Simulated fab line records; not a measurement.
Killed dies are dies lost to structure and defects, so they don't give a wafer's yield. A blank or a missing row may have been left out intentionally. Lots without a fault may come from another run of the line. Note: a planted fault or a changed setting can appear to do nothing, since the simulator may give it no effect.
Which tool was responsible? | flow sky130 | 33 wafers from 11 lots sampled at 3 of the route's 708 steps

## WHAT EACH GAUGE READ, for each wafer
SKY_SONOS_ONO_THK_MEAS_01.
lot  | measured     | on            | SONOS_ONO_OXIDATION_THK (nm)
L172 | day 11 09:47 | film-metro-03 | 2.58 2.62 2.65
L173 | day 11 13:39 | film-metro-01 | 2.64 2.65 2.64
L176 | day 12 11:45 | film-metro-01 | 2.58 2.48 2.48
L180 | day 14 18:27 | film-metro-04 | 3.17 3.24 3.19
L182 | day 14 23:27 | film-metro-01 | 3.15 3.13 3.11
L181 | day 14 23:26 | film-metro-03 | 3.14 3.15 3.19
L189 | day 17 02:01 | film-metro-04 | 2.63 2.69 2.64
L190 | day 17 16:22 | film-metro-03 | 2.53 2.49 2.59
L191 | day 17 22:34 | film-metro-03 | 2.63 2.59 2.60
L194 | day 18 16:12 | film-metro-04 | 2.59 2.59 2.57
L195 | day 19 01:59 | film-metro-04 | 2.56 2.63 2.55

## WHAT TOOL EACH LOT RAN ON (gives the tool, then ch and the chambers of the sampled wafers, and finally the start)
lot  | SKY_VT_ADJUST_NCORE_STRIP_10         | SKY_SONOS_ONO_OXIDATION_00
L172 | plasma-asher-01 ch 0,1, day 8 12:55  | furnace-01 ch 0, day 11 08:26
L173 | plasma-asher-01 ch 0,1, day 8 15:04  | furnace-02 ch 0, day 11 12:18
L176 | plasma-asher-03 ch 0,1, day 9 11:37  | furnace-01 ch 0, day 12 10:24
L180 | plasma-asher-01 ch 0,1, day 11 13:34 | furnace-01 ch 0, day 14 17:06
L182 | plasma-asher-02 ch 0,1, day 11 16:16 | furnace-01 ch 0, day 14 22:05
L181 | plasma-asher-01 ch 0,1, day 11 17:10 | furnace-01 ch 0, day 14 22:05
L189 | plasma-asher-02 ch 0,1, day 13 12:19 | furnace-02 ch 0, day 17 00:41
L190 | plasma-asher-03 ch 0,1, day 14 00:46 | furnace-01 ch 0, day 17 15:00
L191 | plasma-asher-01 ch 0,1, day 14 07:34 | furnace-02 ch 0, day 17 21:13
L194 | plasma-asher-03 ch 0,1, day 15 00:13 | furnace-02 ch 0, day 18 14:51
L195 | plasma-asher-02 ch 0,1, day 15 09:16 | furnace-01 ch 0, day 19 00:37
- SKY_VT_ADJUST_NCORE_STRIP_10: strips in O2/N2.
- SKY_SONOS_ONO_OXIDATION_00: stabilise 600 s, purge 300 s, target thk 2.6 nm.

## THE ANSWER, worked out from the rows above alone
Rule: usual is defined by the lots themselves. Put in order of their means at a reading, lots are off if they are a third of the lots or fewer, leave a main group of 4 or more, and stand apart from it by a gap of 3 or more times the standard deviation of the main group's means; of several such gaps the widest counts. Not used: any main group whose means are identical at the precision the tables above print for the reading. Also off: a lot with no number at a reading for which 4 or more lots have one. Where the step has rows for the other lots, those lots are counted as sound.
Off: at SKY_SONOS_ONO_THK_MEAS_01 (SONOS_ONO_OXIDATION_THK), L180, L182, L181. Mean 2.59 nm and standard deviation 0.046 in the main group.
If a tool, at a process step before that reading, ran all the lots that are off and no sound lot after the first of them, it fits. The gauges at SKY_SONOS_ONO_THK_MEAS_01 are tried like those tools. Not one of the candidates tried fits.

## WHAT THE SIMULATOR HAD PUT IN
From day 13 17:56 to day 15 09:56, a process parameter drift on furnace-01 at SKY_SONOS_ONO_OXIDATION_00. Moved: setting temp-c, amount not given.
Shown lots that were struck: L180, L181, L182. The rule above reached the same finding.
